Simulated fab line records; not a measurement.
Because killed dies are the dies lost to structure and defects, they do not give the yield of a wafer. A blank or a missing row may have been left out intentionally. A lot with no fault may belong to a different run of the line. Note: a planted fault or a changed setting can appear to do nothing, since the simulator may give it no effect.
The tool behind it: which one? :: flow sky130 :: 12 lots, 36 wafers sampled, at 5 steps of a route of 708

== WHAT EACH GAUGE READ, for each wafer ==
SKY_NWELL_RS_MEAS_29: uses a four-point probe to measure.
lot: L262
measured: day 5 03:14
on: filmMetro-01
NWELL_RS (ohm/sq): 625.4 625.5 625.6

lot: L263
measured: day 5 17:25
on: filmMetro-04
NWELL_RS (ohm/sq): 627.5 625.4 625.0

lot: L265
measured: day 6 03:19
on: filmMetro-04
NWELL_RS (ohm/sq): 621.0 623.4 621.3

lot: L267
measured: day 6 23:01
on: filmMetro-04
NWELL_RS (ohm/sq): 623.4 624.5 623.8

lot: L269
measured: day 7 06:19
on: filmMetro-03
NWELL_RS (ohm/sq): 622.9 624.2 624.7

lot: L270
measured: day 7 11:30
on: filmMetro-03
NWELL_RS (ohm/sq): 623.2 622.3 622.3

lot: L271
measured: day 7 17:13
on: filmMetro-03
NWELL_RS (ohm/sq): 622.7 623.5 624.3

lot: L272
measured: day 7 20:27
on: filmMetro-04
NWELL_RS (ohm/sq): 623.9 627.6 625.6

lot: L281
measured: day 10 03:53
on: filmMetro-04
NWELL_RS (ohm/sq): 622.4 622.9 623.3

lot: L282
measured: day 10 09:26
on: filmMetro-03
NWELL_RS (ohm/sq): 622.8 621.3 624.9

lot: L284
measured: day 10 17:58
on: filmMetro-03
NWELL_RS (ohm/sq): 623.0 622.7 622.7

lot: L285
measured: day 11 02:29
on: filmMetro-03
NWELL_RS (ohm/sq): 623.9 621.8 622.8

SKY_VT_ADJUST_LVTN_OVL_MEAS_18.
lot: L262
measured: day 7 13:37
on: overlay-02
VT_ADJUST_LVTN_01_OVL (nm): -1.3 -0.4 -1.0

lot: L263
measured: day 8 03:31
on: overlay-01
VT_ADJUST_LVTN_01_OVL (nm): -0.9 0.2 0.8

lot: L265
measured: day 8 13:50
on: overlay-02
VT_ADJUST_LVTN_01_OVL (nm): -0.6 -0.8 -0.3

lot: L267
measured: day 9 12:34
on: overlay-02
VT_ADJUST_LVTN_01_OVL (nm): -0.2 -1.1 -1.9

lot: L269
measured: day 9 19:31
on: overlay-01
VT_ADJUST_LVTN_01_OVL (nm): -1.9 -1.2 0.3

lot: L270
measured: day 10 00:41
on: overlay-02
VT_ADJUST_LVTN_01_OVL (nm): -0.8 -2.0 -1.7

lot: L271
measured: day 10 08:00
on: overlay-01
VT_ADJUST_LVTN_01_OVL (nm): -0.9 -1.9 -3.0

lot: L272
measured: day 10 11:27
on: overlay-01
VT_ADJUST_LVTN_01_OVL (nm): 0.8 1.9 -0.4

lot: L281
measured: day 13 04:08
on: overlay-01
VT_ADJUST_LVTN_01_OVL (nm): -1.1 -0.6 1.0

lot: L282
measured: day 13 09:46
on: overlay-02
VT_ADJUST_LVTN_01_OVL (nm): -0.8 -1.1 -1.3

lot: L284
measured: day 13 20:25
on: overlay-01
VT_ADJUST_LVTN_01_OVL (nm): 3.5 0.1 0.5

lot: L285
measured: day 14 04:01
on: overlay-02
VT_ADJUST_LVTN_01_OVL (nm): -0.8 0.6 -0.1

== WHICH TOOL RAN EACH LOT (tool, then ch and the chambers of the sampled wafers, then the start) ==
lot: L262
SKY_NWELL_RTA_28: rtpAnneal-02 ch 0, day 5 03:08
SKY_VT_ADJUST_LVTN_SOFTBAKE_03: lithoTrack-04 ch 0, day 6 07:38
SKY_VT_ADJUST_LVTN_STRIP_09: plasmaAsher-03 ch 0,1, day 6 17:34

lot: L263
SKY_NWELL_RTA_28: rtpAnneal-01 ch 0, day 5 17:19
SKY_VT_ADJUST_LVTN_SOFTBAKE_03: lithoTrack-02 ch 0, day 6 21:41
SKY_VT_ADJUST_LVTN_STRIP_09: plasmaAsher-04 ch 0,1, day 7 07:56

lot: L265
SKY_NWELL_RTA_28: rtpAnneal-01 ch 0, day 6 03:13
SKY_VT_ADJUST_LVTN_SOFTBAKE_03: lithoTrack-04 ch 0, day 7 08:22
SKY_VT_ADJUST_LVTN_STRIP_09: plasmaAsher-04 ch 1, day 7 17:39

lot: L267
SKY_NWELL_RTA_28: rtpAnneal-02 ch 0, day 6 22:55
SKY_VT_ADJUST_LVTN_SOFTBAKE_03: lithoTrack-04 ch 0, day 8 05:52
SKY_VT_ADJUST_LVTN_STRIP_09: plasmaAsher-04 ch 0,1, day 8 16:03

lot: L269
SKY_NWELL_RTA_28: rtpAnneal-01 ch 0, day 7 06:13
SKY_VT_ADJUST_LVTN_SOFTBAKE_03: lithoTrack-02 ch 0, day 8 12:22
SKY_VT_ADJUST_LVTN_STRIP_09: plasmaAsher-03 ch 0,1, day 8 22:57

lot: L270
SKY_NWELL_RTA_28: rtpAnneal-02 ch 0, day 7 11:24
SKY_VT_ADJUST_LVTN_SOFTBAKE_03: lithoTrack-04 ch 0, day 8 17:14
SKY_VT_ADJUST_LVTN_STRIP_09: plasmaAsher-02 ch 0,1, day 9 04:16

lot: L271
SKY_NWELL_RTA_28: rtpAnneal-02 ch 0, day 7 17:07
SKY_VT_ADJUST_LVTN_SOFTBAKE_03: lithoTrack-02 ch 0, day 8 23:44
SKY_VT_ADJUST_LVTN_STRIP_09: plasmaAsher-02 ch 0,1, day 9 10:29

lot: L272
SKY_NWELL_RTA_28: rtpAnneal-01 ch 0, day 7 20:20
SKY_VT_ADJUST_LVTN_SOFTBAKE_03: lithoTrack-04 ch 0, day 9 03:56
SKY_VT_ADJUST_LVTN_STRIP_09: plasmaAsher-04 ch 0,1, day 9 14:02

lot: L281
SKY_NWELL_RTA_28: rtpAnneal-02 ch 0, day 10 03:47
SKY_VT_ADJUST_LVTN_SOFTBAKE_03: lithoTrack-02 ch 0, day 11 14:51
SKY_VT_ADJUST_LVTN_STRIP_09: plasmaAsher-02 ch 0,1, day 12 03:31

lot: L282
SKY_NWELL_RTA_28: rtpAnneal-01 ch 0, day 10 09:20
SKY_VT_ADJUST_LVTN_SOFTBAKE_03: lithoTrack-02 ch 0, day 11 19:33
SKY_VT_ADJUST_LVTN_STRIP_09: plasmaAsher-04 ch 0,1, day 12 08:16

lot: L284
SKY_NWELL_RTA_28: rtpAnneal-01 ch 0, day 10 17:52
SKY_VT_ADJUST_LVTN_SOFTBAKE_03: lithoTrack-01 ch 0, day 12 06:05
SKY_VT_ADJUST_LVTN_STRIP_09: plasmaAsher-02 ch 0,1, day 12 18:36

lot: L285
SKY_NWELL_RTA_28: rtpAnneal-01 ch 0, day 11 02:22
SKY_VT_ADJUST_LVTN_SOFTBAKE_03: lithoTrack-01 ch 0, day 12 14:07
SKY_VT_ADJUST_LVTN_STRIP_09: plasmaAsher-03 ch 0,1, day 13 02:45
- SKY_NWELL_RTA_28: time 30 s.
- SKY_VT_ADJUST_LVTN_SOFTBAKE_03
- SKY_VT_ADJUST_LVTN_STRIP_09: strips in O2/N2.

== WHAT THE TOOLS THEMSELVES READ (means of the sampled wafers that have a number; where no wafer has one, the mark that the record gives instead) ==
SKY_NWELL_RTA_28.
lot: L262
tool: rtpAnneal-02
lampPowerPct (%): 25.34
wafer_temp_C_max: 1054.8

lot: L263
tool: rtpAnneal-01
lampPowerPct (%): 25.32
wafer_temp_C_max: 1055.5

lot: L265
tool: rtpAnneal-01
lampPowerPct (%): 25.28
wafer_temp_C_max: 1053.9

lot: L267
tool: rtpAnneal-02
lampPowerPct (%): 25.32
wafer_temp_C_max: 1055.5

lot: L269
tool: rtpAnneal-01
lampPowerPct (%): 25.28
wafer_temp_C_max: 1054.6

lot: L270
tool: rtpAnneal-02
lampPowerPct (%): 25.30
wafer_temp_C_max: 1054.9

lot: L271
tool: rtpAnneal-02
lampPowerPct (%): 25.25
wafer_temp_C_max: 1054.5

lot: L272
tool: rtpAnneal-01
lampPowerPct (%): 25.33
wafer_temp_C_max: 1054.7

lot: L281
tool: rtpAnneal-02
lampPowerPct (%): 25.29
wafer_temp_C_max: 1054.8

lot: L282
tool: rtpAnneal-01
lampPowerPct (%): 25.31
wafer_temp_C_max: 1055.4

lot: L284
tool: rtpAnneal-01
lampPowerPct (%): 25.32
wafer_temp_C_max: 1055.6

lot: L285
tool: rtpAnneal-01
lampPowerPct (%): 25.30
wafer_temp_C_max: 1054.8

SKY_VT_ADJUST_LVTN_SOFTBAKE_03.
lot: L262
tool: lithoTrack-04
heaterPowerTotalW (W): 65.22
plateTempC (C): 110.03

lot: L263
tool: lithoTrack-02
heaterPowerTotalW (W): 65.29
plateTempC (C): 109.91

lot: L265
tool: lithoTrack-04
heaterPowerTotalW (W): 65.22
plateTempC (C): 109.90

lot: L267
tool: lithoTrack-04
heaterPowerTotalW (W): 65.40
plateTempC (C): 110.12

lot: L269
tool: lithoTrack-02
heaterPowerTotalW (W): 65.20
plateTempC (C): 110.20

lot: L270
tool: lithoTrack-04
heaterPowerTotalW (W): 65.38
plateTempC (C): 109.92

lot: L271
tool: lithoTrack-02
heaterPowerTotalW (W): 65.13
plateTempC (C): 109.89

lot: L272
tool: lithoTrack-04
heaterPowerTotalW (W): 65.21
plateTempC (C): 110.10

lot: L281
tool: lithoTrack-02
heaterPowerTotalW (W): 59.04
plateTempC (C): 102.05

lot: L282
tool: lithoTrack-02
heaterPowerTotalW (W): 58.91
plateTempC (C): 102.00

lot: L284
tool: lithoTrack-01
heaterPowerTotalW (W): 65.31
plateTempC (C): 110.13

lot: L285
tool: lithoTrack-01
heaterPowerTotalW (W): 65.27
plateTempC (C): 110.22

SKY_VT_ADJUST_LVTN_STRIP_09.
lot: L262
tool: plasmaAsher-03
drypumpMotorCurrentA (A): 6.0
o2FlowSccm (sccm): 2998
oesProductAu (a.u.): 0.725
stripTimeToEndpointS (s): 37.01

lot: L263
tool: plasmaAsher-04
drypumpMotorCurrentA (A): 5.4
o2FlowSccm (sccm): 2998
oesProductAu (a.u.): 0.724
stripTimeToEndpointS (s): 36.86

lot: L265
tool: plasmaAsher-04
drypumpMotorCurrentA (A): 5.0
o2FlowSccm (sccm): 3002
oesProductAu (a.u.): 0.721
stripTimeToEndpointS (s): 36.98

lot: L267
tool: plasmaAsher-04
drypumpMotorCurrentA (A): 5.9
o2FlowSccm (sccm): 3013
oesProductAu (a.u.): 0.723
stripTimeToEndpointS (s): 36.83

lot: L269
tool: plasmaAsher-03
drypumpMotorCurrentA (A): 6.0
o2FlowSccm (sccm): 3004
oesProductAu (a.u.): 0.722
stripTimeToEndpointS (s): 36.85

lot: L270
tool: plasmaAsher-02
drypumpMotorCurrentA (A): 6.2
o2FlowSccm (sccm): 3006
oesProductAu (a.u.): 0.722
stripTimeToEndpointS (s): 37.03

lot: L271
tool: plasmaAsher-02
drypumpMotorCurrentA (A): 6.2
o2FlowSccm (sccm): 3002
oesProductAu (a.u.): 0.722
stripTimeToEndpointS (s): 36.80

lot: L272
tool: plasmaAsher-04
drypumpMotorCurrentA (A): 5.9
o2FlowSccm (sccm): 3007
oesProductAu (a.u.): 0.721
stripTimeToEndpointS (s): 36.92

lot: L281
tool: plasmaAsher-02
drypumpMotorCurrentA (A): 6.2
o2FlowSccm (sccm): 3002
oesProductAu (a.u.): 0.723
stripTimeToEndpointS (s): 37.63

lot: L282
tool: plasmaAsher-04
drypumpMotorCurrentA (A): 5.4
o2FlowSccm (sccm): 2991
oesProductAu (a.u.): 0.725
stripTimeToEndpointS (s): 37.56

lot: L284
tool: plasmaAsher-02
drypumpMotorCurrentA (A): 6.2
o2FlowSccm (sccm): 2996
oesProductAu (a.u.): 0.718
stripTimeToEndpointS (s): 36.87

lot: L285
tool: plasmaAsher-03
drypumpMotorCurrentA (A): 6.0
o2FlowSccm (sccm): 2995
oesProductAu (a.u.): 0.720
stripTimeToEndpointS (s): 36.90

== THE ANSWER, worked out from the rows above alone ==
Rule: the lots themselves supply what counts as usual. The widest of any qualifying gaps counts: lots, ordered by their means at a reading, are off when they make up no more than a third of the lots, leave a main group of 4 or more, and stand apart from it by 3 or more times the standard deviation of that group's means. If all means in a main group match to the digits the tables above print for the reading, that group is not used. Also off: a lot with no number at a reading for which 4 or more lots have one. Any other lot the step has rows for is counted as sound. The gauges are gone through in route order, then the tools' own readings, and for those a lot's mean is taken as printed above. The first step at which some lot is off is used, and at that step the reading that is off furthest; a lot without a number counts as furthest.
Off, at SKY_VT_ADJUST_LVTN_SOFTBAKE_03 on heaterPowerTotalW: L281, L282. For the main group the mean is 65.26 W and the standard deviation 0.08.
If a tool, at that step or one of the process steps before it, ran each lot that is off and ran no sound lot following the first of them, it fits. One candidate fits, namely lithoTrack-02 at SKY_VT_ADJUST_LVTN_SOFTBAKE_03. Its last sound lot is L271 (day 8 23:44), its first lot that is off L281 (day 11 14:51): a fault that began between those two fits.
The tool's own readings at SKY_VT_ADJUST_LVTN_SOFTBAKE_03 bear it out: on the lots that are off they differ by more than 5 times the standard deviation of the sound lots' means. heaterPowerTotalW reads 58.97 W there against 65.26 W on the sound lots; plateTempC reads 102.03 C there against 110.04 C on the sound lots.

== WHAT WAS PUT IN BY THE SIMULATOR ==
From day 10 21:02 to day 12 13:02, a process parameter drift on lithoTrack-02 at SKY_VT_ADJUST_LVTN_SOFTBAKE_03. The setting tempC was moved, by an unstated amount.
Struck lots among those shown: L281, L282. The same result came from the rule above.
